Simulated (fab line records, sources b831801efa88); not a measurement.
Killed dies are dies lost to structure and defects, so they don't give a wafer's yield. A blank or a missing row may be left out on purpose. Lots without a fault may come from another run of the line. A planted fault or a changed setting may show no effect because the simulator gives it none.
One fault seen from 2 desks | flow sky130 | each desk has only its own numbers; what lay behind them comes last

THE TOOL OWNER'S DESK: rie_metal-03
The tool's own readings at SKY_METAL2_METAL_ETCH_19 (etches the open film in Cl2/BCl3, stops on SiO2, target depth 360 nm, time 78 s): means of the sampled wafers that have a number, for each lot that ran on this tool. A lot is out of limits, marked OUT, if its mean lies more than 4 standard deviations from the usual mean; the brackets give that distance.
Columns: A = drypump_motor_current_A at SKY_METAL2_METAL_ETCH_19, usual 5.5 A; B = oes_product_au at SKY_METAL2_METAL_ETCH_19, usual 0.856 a.u.; C = run_length_s at SKY_METAL2_METAL_ETCH_19, usual 106.1 s; D = throttle_valve_pct at SKY_METAL2_METAL_ETCH_19, usual 22.266 %
lot  | first seen here | A   | B                | C               | D
L332 | day 36 16:42    | 5.3 | 0.854            | 106.3           | 22.268
L337 | day 37 21:20    | 5.3 | 0.850            | 106.5           | 22.264
L339 | day 38 09:30    | 5.3 | 0.906 (+8.3) OUT | 101.2 (-14) OUT | 22.262
L341 | day 39 01:29    | 5.3 | 0.898 (+6.9) OUT | 101.0 (-15) OUT | 22.261
This desk's finding: out of limits on L339, L341; first on L339, day 38 09:30 (oes_product_au at SKY_METAL2_METAL_ETCH_19). In limits: L332, L337.

THE METROLOGY DESK
What the gauges read, lot by lot, whatever tool the lot ran on: means of the sampled wafers that have a number. A lot is out of limits, marked OUT, if its mean lies more than 4 standard deviations from the usual mean; the brackets give that distance.
Columns: A = cd_nm at SKY_METAL2_CD_MEAS_15, usual 139.8 nm
lot  | first seen here | A
L329 | day 34 22:47    | 137.3
L332 | day 36 16:28    | 141.8
L334 | day 36 19:52    | 141.4
L333 | day 37 03:25    | 139.6
L337 | day 37 21:05    | 141.4
L339 | day 38 09:15    | 143.2
L341 | day 39 01:14    | 141.9
L345 | day 40 06:48    | 138.6
L346 | day 40 13:51    | 141.9
L347 | day 40 16:21    | 138.5
L348 | day 40 23:58    | 139.8
L349 | day 41 10:04    | 140.3
L350 | day 41 10:04    | 139.1
L351 | day 41 16:46    | 139.0
This desk's finding: nothing out of limits on any of the 14 lots.

PUT TOGETHER
The tool owner's desk could have raised an alarm at day 38 09:30, on L339, L341.
The metrology desk saw nothing out of limits.
The metrology desk has L339, L341 on record, within its limits.
Of the lots named, all ran SKY_METAL2_METAL_ETCH_19 on rie_metal-03.

WHAT THE SIMULATOR HAD PUT IN
Process parameter drift: rie_metal-03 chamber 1, from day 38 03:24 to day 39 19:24, at SKY_METAL2_METAL_ETCH_19. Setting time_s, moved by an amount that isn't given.
Lots struck among those shown: L339, L341.
Hours from the fault's start to each desk's first reading out of limits: the tool owner's desk, 6.
